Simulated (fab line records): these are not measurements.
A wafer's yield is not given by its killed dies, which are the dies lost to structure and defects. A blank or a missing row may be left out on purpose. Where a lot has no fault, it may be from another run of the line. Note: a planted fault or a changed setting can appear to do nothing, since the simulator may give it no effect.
Problem report, 8D (eight disciplines) form, completed by code | flow sky130 | the parts of the form that need people (team, actions taken, sign-off) are left out

== 1. PROBLEM STATEMENT ==
Across 9 wafers from 3 lots, SD_N_RS at SKY_SD_N_RS_MEAS_16 averages 63.26 ohm/sq, while fault-free wafers read 68.56 ohm/sq with a standard deviation of 0.11. That puts it -48 standard deviations away from the usual mean.
The step: measures by four-point-probe.
The first sign was on wafer L295.1 at day 32 13:52, on film_metro-04. Wafers with a number at this step in the record: 33, from 11 lots. By rule, "out" or "out of limits" means more than 4 standard deviations away from the usual mean. Any other wafer with a number is counted as sound.

== 2. WHAT IT IS; WHAT IT IS NOT ==
question                    | is                           | is not
which readings at this step | SD_N_RS                      | -
which lots                  | L295, L297, L299             | L281, L283, L284, L285, L288, L294, L296, L302
which wafers of those lots  | all that have a number       | -
read on which gauges        | film_metro-02, film_metro-04 | film_metro-01
when                        | from day 32 13:52            | up to then (18 sound wafers); but 6 sound wafers of L296, L302 came after

== 3. THE SUSPECTS, EACH WITH WHAT RULES IT OUT ==
Counting: a tool stays on the suspect list if, at a process step up to the reading, it processed all lots that are out and no sound lot following the first of them.
- the gauge at SKY_SD_N_RS_MEAS_16 has been ruled out. Those wafers that are out were read across 2 gauges (film_metro-02, film_metro-04).
- rtp_anneal-02 at SKY_SD_N_RTA_14 (time 2 s): kept. Every lot that is out went through it, starting with L295 (day 32 13:41), and after that it ran no sound lot; the last sound lot it ran before then is L285 (day 29 09:06). Out on those wafers are its own readings of lamp_power_pct, wafer_temp_C_max.
Left after counting: rtp_anneal-02 at SKY_SD_N_RTA_14.

== 4. THE CAUSE (what the simulator had put in) ==
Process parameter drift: rtp_anneal-02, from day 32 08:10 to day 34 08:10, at SKY_SD_N_RTA_14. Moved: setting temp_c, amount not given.
Counting left only this tool.

== 5. THE CHAIN OF EFFECTS, in route order ==
Rows list readings where the struck wafers' mean (over those with a number) sits beyond 3 standard deviations from the usual. Only readings for which the record gives a usual standard deviation are gone through. hours: the time from each lot's start at the first step in this table that gives one to its start at this step, as a median over the lots. sigmas: the change in usual standard deviations.
hours | step                | reading          | usual        | on struck wafers | change | sigmas
0     | SKY_SD_N_RTA_14     | lamp_power_pct   | 15.74 %      | 16.53            | +0.79  | +17
0     | SKY_SD_N_RTA_14     | wafer_temp_C_max | 1078.1       | 1106.9           | +28.8  | +22
0     | SKY_SD_N_RS_MEAS_16 | SD_N_RS          | 68.56 ohm/sq | 63.26            | -5.30  | -48
0     | SKY_SD_N_RS_MEAS_17 | SD_P_RS          | 147.1 ohm/sq | 122.0            | -25.1  | -72
It contains these process steps:
- SKY_SD_N_RTA_14: time 2 s.
Later steps that measure or inspect, where all struck wafers having a row at the step show a number for every such reading and not one has moved that far: SKY_SD_N_RS_MEAS_18, SKY_LI_CONTACT_CD_MEAS_12.

== 6. HOW IT WOULD HAVE BEEN CAUGHT EARLIER ==
The first out-of-limits reading at a measuring or inspecting step in this record came at day 32 13:52, 6 hours after the fault's start at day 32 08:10.
The tool's own readings at SKY_SD_N_RTA_14 were out on every struck wafer that the step has a row for (lamp_power_pct, wafer_temp_C_max): an alarm limit on them would have fired on the first of those.
Of the lots that are out (3), L297, L299 began SKY_SD_N_RTA_14 on rtp_anneal-02 after day 32 13:52. A hold on the tool at that time would have spared those 2.
